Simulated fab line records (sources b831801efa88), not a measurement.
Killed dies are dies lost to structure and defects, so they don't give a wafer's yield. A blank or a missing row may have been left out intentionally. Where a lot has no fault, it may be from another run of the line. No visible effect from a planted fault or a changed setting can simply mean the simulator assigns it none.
A lot that was struck, set against a sound lot ; flow gf180mcu ; 17 steps out of a route of 602
Sound: wafers L277.1, L277.3, L277.5. Struck: wafers L290.1, L290.3, L290.4. Last of all comes the cause.
Each step with rows lists, per side, the tool, then ch with its chambers, then its first start. Under that, the readings that differ: sound wafers ; struck wafers ; difference of the means ; sigmas: that difference in standard deviations of wafers without a fault.
alike: readings with means less than 2 such deviations apart, plus words and numbers identical on both sides. not compared: withheld readings, readings lacking a value on some wafer, bounds such as >300 that could conceal the same value, and numbers that have no deviation in the record and whose values overlap.
The two part at a step that has a row with sigmas, a row that says differs or no value, or rows on one side only. When numbers do not overlap yet have no deviation, they are printed without sigmas and do not part them. A reading that every wafer of one side lacks parts them only if that side has two wafers or more.

first, 4 steps without rows for these wafers: GF_M4_SOFTBAKE_10 (time 60 s); GF_M4_EXPOSE_11 (exposes mask Metal4, target cd 280 nm); GF_M4_PEB_12 (peb time 90 s); GF_M4_DEVELOP_13 (develop time 60 s).
GF_M4_CD_MEAS_14: the cd target is 280 nm.
  sound on cd-sem-01 at day 23 09:55; struck on cd-sem-02 at day 28 02:28
  alike: cd-nm
GF_M4_OVL_MEAS_15:
  sound on overlay-01 at day 23 10:02; struck on overlay-02 at day 28 02:35
  alike: M4_OVL
GF_M4_METAL_ETCH_16: etches the open film in Cl2/BCl3, stops on SiO2, target depth 627.5 nm, time 104.6 s.
  sound on rie-metal-03 ch 0,1, day 23 10:05; struck on rie-metal-03 ch 0,1, day 28 02:38
reading;sound;struck;difference;sigmas
throttle-valve-pct (%);28.258 28.244 28.241;28.282 28.275 28.260;+0.025;+2
  alike: drypump-motor-current-A, oes-product-au
  not compared: rf-hours-counter-h
GF_M4_STRIP_17: strips in O2/N2.
  sound on plasma-asher-04 ch 1, day 23 10:11; struck on plasma-asher-04 ch 0,1, day 28 02:44
  alike: drypump-motor-current-A, heater-power-w, oes-product-au, strip-time-to-endpoint-s
  not compared: rf-hours-counter-h
then, 3 steps without rows for these wafers: GF_M4_STRIP_18 (strips in post etch residue remover, time 1200 s); GF_M4_CLEAN_19 (cleans in DIW); GF_V4_CVD_00 (deposits SiO2, target thk 600 nm, time 100 s).
GF_V4_THK_MEAS_01:
  sound on film-metro-02 at day 23 10:55; struck on film-metro-02 at day 28 03:21
  alike: V4_CVD_00_THK
GF_V4_CVD_02: deposits SiO2 from TEOS, target thk 850 nm, time 94.851 s.
  sound on pecvd-04 ch 1,2, day 23 10:58; struck on pecvd-04 ch 0,1,2, day 28 03:25
reading;sound;struck;difference;sigmas
model.SiO2_of_V4_CVD_02.thk-nm (nm);852 851.3 870.6;766.1 769.9 769.9;-89.3;
  alike: heater-power-w, susceptor-temp-C
GF_V4_THK_MEAS_03:
  sound on film-metro-04 at day 23 11:02; struck on film-metro-03 at day 28 03:29
reading;sound;struck;difference;sigmas
V4_CVD_02_THK (nm);852 851 870;766 771 770;-89;-9
GF_V4_CMP_04: polishes SiO2.
  sound on cmp-02 ch 2,3, day 23 11:09; struck on cmp-02 ch 0,2,3, day 28 03:32
reading;sound;struck;difference;sigmas
time-to-endpoint-s (s);78 84 92;52 48 52;-34;-6
  alike: head-pressure-psi, motor-current-A
GF_V4_BOW_MEAS_05:
  sound on film-metro-04 at day 23 11:24; struck on film-metro-03 at day 28 03:50
  alike: V4_BOW
GF_PASSIVATION_PROBE_99:
  sound wafers here have rows in the record (prober-01, day 28 22:26); struck ones have none

## WHERE THEY PART
At GF_M4_METAL_ETCH_16 first; at GF_PASSIVATION_PROBE_99 last (within this record only).

WHY: the cause the simulator had injected
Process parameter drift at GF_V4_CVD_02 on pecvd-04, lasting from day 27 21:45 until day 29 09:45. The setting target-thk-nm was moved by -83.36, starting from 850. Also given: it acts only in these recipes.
